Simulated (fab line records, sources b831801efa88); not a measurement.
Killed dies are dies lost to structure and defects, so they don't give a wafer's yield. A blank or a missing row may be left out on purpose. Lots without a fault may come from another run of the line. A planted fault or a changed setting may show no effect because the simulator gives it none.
Which tool did it? | flow sky130 | 12 lots, 36 wafers sampled, at 6 steps of a route of 708

WHAT THE GAUGES READ, wafer by wafer
SKY_POLY_GATE_CD_MEAS_13: target cd 150 nm. Usual: cd_nm 149.6 nm, standard deviation 1.3.
lot  | measured     | on        | cd_nm (nm)        | flag
L124 | day 16 01:34 | cd_sem-02 | 149.8 149.2 148.8 |
L125 | day 16 16:16 | cd_sem-01 | 150.4 149.5 150.7 |
L128 | day 17 23:59 | cd_sem-01 | 149.3 149.6 149.9 |
L131 | day 18 19:53 | cd_sem-01 | 148.8 147.7 147.9 |
L132 | day 19 08:27 | cd_sem-02 | 148.8 150.0 149.2 |
L133 | day 19 14:17 | cd_sem-01 | 151.2 151.4 152.7 |
L142 | day 23 02:38 | cd_sem-02 | 152.9 152.1 152.4 |
L143 | day 23 07:08 | cd_sem-01 | 148.5 147.5 148.6 |
L144 | day 23 18:20 | cd_sem-02 | 147.7 147.1 147.2 |
L145 | day 23 21:50 | cd_sem-01 | 148.6 149.5 150.7 |
L146 | day 24 08:37 | cd_sem-02 | 149.5 149.1 150.1 |
L147 | day 24 14:01 | cd_sem-02 | 147.4 149.3 150.3 |

SKY_LDD_N_TW_MEAS_17. Usual: LDD_N_TW 2594, standard deviation 23.
lot  | measured     | on            | LDD_N_TW       | flag
L124 | day 17 09:17 | film_metro-03 | 2578 2583 2569 |
L125 | day 18 03:22 | film_metro-04 | 2619 2613 2632 |
L128 | day 19 09:28 | film_metro-03 | 2581 2586 2584 |
L131 | day 20 06:40 | film_metro-03 | 2604 2599 2594 |
L132 | day 20 23:04 | film_metro-01 | 2577 2568 2571 |
L133 | day 21 01:08 | film_metro-01 | 2553 2560 2570 |
L142 | day 24 11:43 | film_metro-03 | 2588 2577 2588 |
L143 | day 24 16:09 | film_metro-04 | 2615 2623 2624 |
L144 | day 25 02:45 | film_metro-03 | 2587 2602 2588 |
L145 | day 25 06:31 | film_metro-01 | 2595 2592 2566 |
L146 | day 25 18:53 | film_metro-01 | 2580 2593 2579 |
L147 | day 25 22:46 | film_metro-04 | 2624 2615 2613 |

SKY_LDD_P_CD_MEAS_07: target cd 380 nm. Usual: cd_nm 379.7 nm, standard deviation 2.1.
lot  | measured     | on        | cd_nm (nm)        | flag
L124 | day 18 14:45 | cd_sem-02 | 382.2 382.1 381.9 |
L125 | day 19 09:32 | cd_sem-02 | 381.1 379.4 377.2 |
L128 | day 20 15:25 | cd_sem-01 | 379.6 381.1 380.8 |
L131 | day 21 13:08 | cd_sem-01 | 381.1 376.1 375.3 |
L132 | day 22 05:33 | cd_sem-02 | 378.0 377.7 379.4 |
L133 | day 22 07:37 | cd_sem-02 | - - -             | OFF
L142 | day 25 19:07 | cd_sem-02 | 378.8 379.7 379.8 |
L143 | day 25 21:13 | cd_sem-01 | 380.5 380.8 379.0 |
L144 | day 26 06:31 | cd_sem-01 | 379.0 380.0 381.8 |
L145 | day 26 11:31 | cd_sem-02 | 379.6 379.1 380.5 |
L146 | day 26 23:32 | cd_sem-02 | 379.3 380.3 381.8 |
L147 | day 27 04:28 | cd_sem-01 | 380.3 384.6 381.1 |

SKY_LDD_P_TW_MEAS_11. Usual: LDD_P_TW 630, standard deviation 5.3.
lot  | measured     | on            | LDD_P_TW    | flag
L124 | day 18 15:10 | film_metro-03 | 635 637 637 |
L125 | day 19 10:05 | film_metro-01 | 634 633 633 |
L128 | day 20 15:48 | film_metro-01 | 631 634 633 |
L131 | day 21 13:31 | film_metro-02 | 627 625 627 |
L132 | day 22 05:58 | film_metro-01 | 628 626 625 |
L133 | day 22 08:01 | film_metro-03 | 30 30 30    | OFF
L142 | day 25 19:30 | film_metro-01 | 636 637 635 |
L143 | day 25 21:38 | film_metro-01 | 637 635 641 |
L144 | day 26 06:55 | film_metro-02 | 623 623 626 |
L145 | day 26 11:53 | film_metro-02 | 625 627 623 |
L146 | day 26 23:56 | film_metro-02 | 626 626 626 |
L147 | day 27 04:52 | film_metro-01 | 631 631 630 |

WHICH TOOL RAN EACH LOT (tool, then ch and the chambers of the sampled wafers, then the start)
lot  | SKY_POLY_GATE_STRIP_18               | SKY_LDD_P_EXPOSE_04
L124 | plasma_asher-02 ch 0,1, day 16 01:58 | iline_stepper-01 ch 0, day 17 23:43
L125 | plasma_asher-01 ch 0,1, day 16 16:39 | iline_stepper-02 ch 0, day 18 18:19
L128 | plasma_asher-01 ch 0,1, day 18 00:23 | iline_stepper-02 ch 0, day 20 00:22
L131 | plasma_asher-02 ch 0,1, day 18 20:15 | iline_stepper-02 ch 0, day 20 22:29
L132 | plasma_asher-04 ch 0,1, day 19 08:51 | iline_stepper-02 ch 0, day 21 14:00
L133 | plasma_asher-02 ch 0,1, day 19 14:40 | iline_stepper-02 ch 0, day 21 16:01
L142 | plasma_asher-02 ch 0,1, day 23 03:01 | iline_stepper-02 ch 0, day 25 05:26
L143 | plasma_asher-04 ch 0,1, day 23 07:32 | iline_stepper-02 ch 0, day 25 07:07
L144 | plasma_asher-02 ch 0,1, day 23 18:44 | iline_stepper-01 ch 0, day 25 16:47
L145 | plasma_asher-04 ch 0,1, day 23 22:13 | iline_stepper-01 ch 0, day 25 20:44
L146 | plasma_asher-02 ch 0, day 24 08:59   | iline_stepper-01 ch 0, day 26 09:02
L147 | plasma_asher-04 ch 0,1, day 24 14:25 | iline_stepper-01 ch 0, day 26 13:36
- SKY_POLY_GATE_STRIP_18: strips in O2/N2.
- SKY_LDD_P_EXPOSE_04: exposes mask PSDM, target cd 380 nm.

WHAT THE TOOLS THEMSELVES READ (means of the sampled wafers that have a number; where no wafer has one, the mark that the record gives instead)
SKY_POLY_GATE_STRIP_18. Usual: drypump_motor_current_A 5.5 A, standard deviation 0.35; oes_product_au 0.361 a.u., standard deviation 0.0048; strip_time_to_endpoint_s 3.18 s, standard deviation 0.045.
lot  | tool            | drypump_motor_current_A (A) | oes_product_au (a.u.) | strip_time_to_endpoint_s (s) | flag
L124 | plasma_asher-02 | 5.5                         | 0.360                 | 3.18                         |
L125 | plasma_asher-01 | 5.7                         | 0.359                 | 3.18                         |
L128 | plasma_asher-01 | 5.6                         | 0.360                 | 3.16                         |
L131 | plasma_asher-02 | 5.3                         | 0.359                 | 3.18                         |
L132 | plasma_asher-04 | 5.7                         | 0.363                 | 3.16                         |
L133 | plasma_asher-02 | 5.5                         | 0.361                 | 3.19                         |
L142 | plasma_asher-02 | 5.4                         | 0.360                 | 3.10                         |
L143 | plasma_asher-04 | 5.3                         | 0.366                 | 3.24                         |
L144 | plasma_asher-02 | 5.5                         | 0.363                 | 3.14                         |
L145 | plasma_asher-04 | 5.3                         | 0.360                 | 3.15                         |
L146 | plasma_asher-02 | 5.6                         | 0.363                 | 3.17                         |
L147 | plasma_asher-04 | 5.7                         | 0.362                 | 3.17                         |

THE ANSWER, worked out from the rows above alone
Rule: a lot is off if the mean of its wafers that have a number lies more than 3 standard deviations from the usual mean. A lot without any number at a reading at which 4 lots or more have one is off too. The other lots that the step has rows for count as sound. The gauges are gone through in route order, then the tools' own readings, and for those a lot's mean is taken as printed above. The first step at which some lot is off is used, and at that step the reading that is off furthest; a lot without a number counts as furthest.
Off: L133, at SKY_LDD_P_CD_MEAS_07 (cd_nm). Without a number there: L133.
A tool fits if, at a process step before that reading, it ran every lot that is off, and no sound lot after the first of them. The gauges at SKY_LDD_P_CD_MEAS_07 aren't tried: what is off there is off at SKY_LDD_P_TW_MEAS_11 too, on other tools, and a gauge's error can't cause that. None of those tried fits.

WHAT THE SIMULATOR HAD PUT IN
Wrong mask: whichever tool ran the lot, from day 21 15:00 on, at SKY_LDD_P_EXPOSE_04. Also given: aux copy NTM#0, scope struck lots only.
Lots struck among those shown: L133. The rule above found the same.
